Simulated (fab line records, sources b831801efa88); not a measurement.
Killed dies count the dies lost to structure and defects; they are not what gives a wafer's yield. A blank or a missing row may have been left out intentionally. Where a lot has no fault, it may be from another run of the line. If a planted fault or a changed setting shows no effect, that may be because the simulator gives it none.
Comparing a struck lot with a sound one -- flow sky130 -- 15 steps out of a route of 708
Sound: the wafers L383.2, L383.4, L383.6. Wafers L381.1, L381.2, L381.4 were the ones struck. Last of all comes the cause.
Per side, at each step with rows, come the tool, then ch with its chambers, and then its first start. Under that, the readings that differ: sound wafers -- struck wafers -- difference of the means -- sigmas: that difference in standard deviations of wafers without a fault.
alike: words and numbers the same on both sides, and readings whose means are apart by under 2 such deviations; not compared: readings that were withheld, readings missing a value for some wafer, numbers with overlapping values and no deviation given by the record, and bounds like >300 which may hide the same value.
The two part at a step that has a row with sigmas, a row that says differs or no value, or rows on one side only. Numbers that don't overlap but have no deviation are shown without sigmas and don't part them. A reading that every wafer of one side lacks parts them only if that side has two wafers or more.

first, 1 step without rows for these wafers: SKY_POLY_GATE_OXIDATION_20 (stabilise 600 s, purge 300 s, target thk 4 nm).
SKY_POLY_GATE_THK_MEAS_21:
  struck on film-metro-01, day 21 07:44; sound on film-metro-02, day 22 11:03
  alike: POLY_GATE_OXIDATION_THK
SKY_POLY_GATE_CD_MEAS_22:
  struck on cd-sem-01, day 21 07:48; sound on cd-sem-02, day 22 11:07
  alike: cd-nm
then, 7 steps without rows for these wafers: SKY_LDD_N_DEHYDRATE_00 (time 60 s); SKY_LDD_N_HMDS_01 (prime time 60 s); SKY_LDD_N_COAT_02 (resist thk 300 nm); SKY_LDD_N_SOFTBAKE_03 (time 60 s); SKY_LDD_N_EXPOSE_04 (exposes mask NTM, target cd 840 nm); SKY_LDD_N_PEB_05; SKY_LDD_N_DEVELOP_06 (develop time 60 s).
SKY_LDD_N_OVL_MEAS_07:
  struck on overlay-01, day 22 14:38; sound on overlay-02, day 23 17:50
  alike: LDD_N_OVL
next, for these wafers, 1 step has no rows: SKY_LDD_N_IMPLANT_08.
SKY_LDD_N_IMPLANT_09:
  sound on implanter-01 ch 0, day 23 18:02; struck on implanter-02 ch 0, day 22 14:49
reading,sound,struck,difference,sigmas
dose-ions-cm2,7.491e+13 7.495e+13 7.498e+13,7.817e+13 7.813e+13 7.804e+13,+3.167e+12,+41
next, for these wafers, 1 step has no rows: SKY_LDD_N_IMPLANT_10.
-- record jumps: 26 days separate the struck wafers' starts on either side; left off in module LDD_N, taken up again in module PAD_OPEN, whose first shown step is the route's number 708 --
SKY_PAD_OPEN_PROBE_99:
  rows exist in the record for the struck wafers here (prober-01, day 48 22:44), but not for the sound ones

WHERE THEY PART
Last at SKY_PAD_OPEN_PROBE_99 as far as this record goes, first at SKY_LDD_N_IMPLANT_09.

WHY: the cause the simulator had injected
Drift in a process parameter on implanter-02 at SKY_LDD_N_IMPLANT_09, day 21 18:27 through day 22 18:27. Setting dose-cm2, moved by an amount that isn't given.
